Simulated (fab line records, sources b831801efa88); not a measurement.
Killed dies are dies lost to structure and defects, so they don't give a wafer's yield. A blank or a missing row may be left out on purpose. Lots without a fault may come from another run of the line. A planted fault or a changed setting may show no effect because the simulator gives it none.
Chamber matching | flow sky130 | SKY_METAL4_ETCH_17 on rie_diel-02: 4 sister chambers
The step etches SiO2 in C4F8/O2/Ar, stops on TiN, time 3.9 s, target depth 15 nm. 8 wafers are shown with their chamber, then 7 later ones without.

WAFERS WITH THEIR CHAMBER
wafer  | chamber | oes_product_au (a.u.)
L506.1 | 2       | 0.759
L506.6 | 3       | 0.749
L508.6 | 1       | 0.742
L513.2 | 0       | 0.742
L513.3 | 2       | 0.747
L513.6 | 0       | 0.752
L515.1 | 3       | 0.750
L515.4 | 1       | 0.774

WAFERS WITHOUT THEIR CHAMBER
wafer  | oes_product_au (a.u.)
L515.5 | 0.759
L520.2 | 0.739
L520.4 | 0.751
L520.6 | 0.742
L521.1 | 0.745
L521.3 | 0.748
L521.5 | 0.753

WHICH CHAMBER EACH WENT THROUGH
wafer  | from the rows above               | in truth
L515.5 | can't be placed: 1 or 2 or 3 or 0 | 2
L520.2 | can't be placed: 0 or 3 or 2 or 1 | 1
L520.4 | can't be placed: 3 or 2 or 0 or 1 | 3
L520.6 | can't be placed: 0 or 3 or 2 or 1 | 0
L521.1 | can't be placed: 0 or 3 or 2 or 1 | 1
L521.3 | can't be placed: 0 or 3 or 2 or 1 | 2
L521.5 | can't be placed: 2 or 3 or 1 or 0 | 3
Placed correctly: 0 of 7. Can't be placed from these rows: 7 (the true chamber is among the candidates in 7). Placed wrongly: 0.
How it was worked out, from the rows above alone: a wafer's distance from a chamber is the root of the sum, over the readings, of the square of ((its reading less the chamber's mean) divided by the reading's scatter). The wafer belongs to the nearest chamber; if the next one is less than 2 further off, it can't be placed. A chamber's mean is the mean of its shown wafers. The scatter: the root of (the sum of the squares of (reading less its chamber's mean) over the shown wafers, divided by (wafers less chambers)).
